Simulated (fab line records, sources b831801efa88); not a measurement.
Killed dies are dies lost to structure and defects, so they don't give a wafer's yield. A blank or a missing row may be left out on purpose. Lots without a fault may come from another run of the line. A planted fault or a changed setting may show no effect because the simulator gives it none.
Chamber matching | flow gf180mcu | GF_STI_ETCH_14 on rie_si-02: 4 sister chambers
The step etches Si in HBr/Cl2/O2, target depth 360 nm, time 102.9 s. 4 wafers are shown with their chamber, then 8 later ones without.

WAFERS WITH THEIR CHAMBER
wafer  | chamber | oes_product_au (a.u.)
L296.3 | 1       | 0.984
L309.4 | 2       | 1.016
L309.6 | 0       | 0.995
L310.2 | 3       | 1.020

WAFERS WITHOUT THEIR CHAMBER
wafer  | oes_product_au (a.u.)
L310.5 | 1.008
L310.6 | 0.994
L311.1 | 0.994
L311.5 | 1.032
L311.6 | 1.017
L314.2 | 1.012
L314.3 | 0.989
L314.4 | 0.991

WHICH CHAMBER EACH WENT THROUGH
wafer  | from the rows above          | in truth
L310.5 | can't be placed: 2 or 3 or 0 | 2
L310.6 | can't be placed: 0 or 1      | 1
L311.1 | can't be placed: 0 or 1      | 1
L311.5 | can't be placed: 3 or 2      | 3
L311.6 | can't be placed: 2 or 3      | 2
L314.2 | can't be placed: 2 or 3      | 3
L314.3 | can't be placed: 1 or 0      | 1
L314.4 | can't be placed: 0 or 1      | 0
Placed correctly: 0 of 8. Can't be placed from these rows: 8 (the true chamber is among the candidates in 8). Placed wrongly: 0.
How it was worked out, from the rows above alone: a wafer's distance from a chamber is the root of the sum, over the readings, of the square of ((its reading less the chamber's mean) divided by the reading's scatter). The wafer belongs to the nearest chamber; if the next one is less than 2 further off, it can't be placed. A chamber's mean is the mean of its shown wafers. The scatter: with one shown wafer a chamber, the root of the mean of the squares of how far each hidden wafer lies from its nearest shown one.
